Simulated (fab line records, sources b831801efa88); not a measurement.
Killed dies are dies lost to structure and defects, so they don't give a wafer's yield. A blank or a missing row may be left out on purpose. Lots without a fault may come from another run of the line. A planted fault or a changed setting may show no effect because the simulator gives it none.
Which tool did it? | flow gf180mcu | 12 lots, 36 wafers sampled, at 2 steps of a route of 602

WHAT THE GAUGES READ, wafer by wafer
GF_M4_RS_MEAS_05: measures by four-point-probe.
lot  | measured     | on            | M4_ALCU_RS (ohm/sq)
L915 | day 23 04:19 | film_metro-02 | 0.0700 0.0703 0.0706
L916 | day 23 13:17 | film_metro-01 | 0.0696 0.0688 0.0691
L917 | day 23 23:25 | film_metro-02 | 0.0701 0.0701 0.0698
L919 | day 24 15:52 | film_metro-04 | 0.0702 0.0704 0.0706
L921 | day 25 10:46 | film_metro-04 | 0.0701 0.0701 0.0704
L923 | day 25 22:25 | film_metro-02 | 0.0693 0.0693 0.0690
L924 | day 26 14:00 | film_metro-04 | 0.0708 0.0709 0.0706
L931 | day 28 13:41 | film_metro-01 | 0.0689 0.0688 0.0700
L932 | day 28 18:56 | film_metro-01 | 0.0696 0.0695 0.0700
L933 | day 29 03:31 | film_metro-04 | 0.0696 0.0694 0.0693
L934 | day 29 07:29 | film_metro-01 | 0.0707 0.0691 0.0691
L936 | day 30 00:50 | film_metro-01 | 0.0697 0.0696 0.0700

WHICH TOOL RAN EACH LOT (tool, then ch and the chambers of the sampled wafers, then the start)
lot  | GF_V3_CVD_23
L915 | cvd_w-01 ch 0,1, day 23 03:26
L916 | cvd_w-02 ch 0,1, day 23 12:28
L917 | cvd_w-02 ch 0,1, day 23 22:34
L919 | cvd_w-01 ch 0,1, day 24 15:02
L921 | cvd_w-01 ch 0,1, day 25 09:57
L923 | cvd_w-01 ch 0,1, day 25 21:36
L924 | cvd_w-02 ch 0,1, day 26 13:11
L931 | cvd_w-02 ch 0,1, day 28 12:52
L932 | cvd_w-02 ch 0, day 28 17:55
L933 | cvd_w-01 ch 0,1, day 29 02:41
L934 | cvd_w-02 ch 0,1, day 29 06:40
L936 | cvd_w-02 ch 0, day 30 00:01
- GF_V3_CVD_23: deposits W, target thk 350 nm, time 104.9 s.

WHAT THE TOOLS THEMSELVES READ (means of the sampled wafers that have a number; where no wafer has one, the mark that the record gives instead)
GF_V3_CVD_23.
lot  | tool     | chamber_pressure_Torr (Torr) | heater_power_w (W)
L915 | cvd_w-01 | 39.98                        | 890
L916 | cvd_w-02 | 39.98                        | 791
L917 | cvd_w-02 | 39.98                        | 787
L919 | cvd_w-01 | 39.95                        | 891
L921 | cvd_w-01 | 39.99                        | 902
L923 | cvd_w-01 | 39.94                        | 883
L924 | cvd_w-02 | 40.06                        | 803
L931 | cvd_w-02 | 40.02                        | 799
L932 | cvd_w-02 | 40.12                        | 759
L933 | cvd_w-01 | 40.01                        | 902
L934 | cvd_w-02 | 39.93                        | 806
L936 | cvd_w-02 | 40.01                        | 782

THE ANSWER, worked out from the rows above alone
Rule: what is usual is taken from the lots themselves. Put in order of their means at a reading, lots are off if they are a third of the lots or fewer, leave a main group of 4 or more, and stand apart from it by a gap of 3 or more times the standard deviation of the main group's means; of several such gaps the widest counts. A main group whose means are all the same, to the digits that the tables above print for the reading, isn't used. A lot without any number at a reading at which 4 lots or more have one is off too. The other lots that the step has rows for count as sound. The gauges are gone through in route order, then the tools' own readings, and for those a lot's mean is taken as printed above. The first step at which some lot is off is used, and at that step the reading that is off furthest; a lot without a number counts as furthest.
No lot is off at any reading shown: from this, nothing can be told.

WHAT THE SIMULATOR HAD PUT IN
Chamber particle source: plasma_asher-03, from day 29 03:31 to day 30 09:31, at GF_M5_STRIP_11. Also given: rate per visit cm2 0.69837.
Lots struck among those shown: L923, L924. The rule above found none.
